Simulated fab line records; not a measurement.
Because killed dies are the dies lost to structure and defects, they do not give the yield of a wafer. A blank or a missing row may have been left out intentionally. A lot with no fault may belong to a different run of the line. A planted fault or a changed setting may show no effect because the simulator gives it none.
What tool caused it?    flow sky130    6 lots with 18 wafers sampled at 2 steps, on a route of 708 steps

WHAT THE GAUGES READ, wafer by wafer
SKY_RES_PROTECT_TW_MEAS_08.
lot   measured      on             POLY_GATE_TW
L404  day 15 21:24  film-metro-01  3988 4035 3989
L409  day 17 20:04  film-metro-01  30 30 30
L419  day 21 14:07  film-metro-01  3992 4013 4031
L421  day 22 01:15  film-metro-01  4023 4018 4009
L423  day 22 15:57  film-metro-03  4057 4052 4056
L425  day 23 18:56  film-metro-02  4000 4020 4020

EACH LOT AND THE TOOL THAT RAN IT (in order: tool; ch and the chambers of the sampled wafers; start)
lot   SKY_RES_PROTECT_EXPOSE_04
L404  iline-stepper-01 ch 0, day 15 07:25
L409  iline-stepper-02 ch 0, day 17 06:34
L419  iline-stepper-02 ch 0, day 20 23:05
L421  iline-stepper-02 ch 0, day 21 09:39
L423  iline-stepper-01 ch 0, day 21 23:42
L425  iline-stepper-02 ch 0, day 23 03:43
- SKY_RES_PROTECT_EXPOSE_04: exposes mask RPM, target cd 1270 nm.

THE ANSWER, worked out from the rows above alone
Rule: the lots themselves supply what counts as usual. The widest of any qualifying gaps counts: lots, ordered by their means at a reading, are off when they make up no more than a third of the lots, leave a main group of 4 or more, and stand apart from it by 3 or more times the standard deviation of that group's means. The tables above print the reading to a certain number of digits; a main group whose means all agree to those digits is not used. Also off: a lot with no number at a reading for which 4 or more lots have one. All remaining lots with rows at the step are treated as sound.
Off: L409, at SKY_RES_PROTECT_TW_MEAS_08 (POLY_GATE_TW). Main group: mean 4020, sd 18.
If a tool, at a process step before that reading, ran all the lots that are off and no sound lot after the first of them, it fits. The gauges at SKY_RES_PROTECT_TW_MEAS_08 are tried like those tools. Not one of the candidates tried fits.

WHAT THE SIMULATOR HAD INSERTED
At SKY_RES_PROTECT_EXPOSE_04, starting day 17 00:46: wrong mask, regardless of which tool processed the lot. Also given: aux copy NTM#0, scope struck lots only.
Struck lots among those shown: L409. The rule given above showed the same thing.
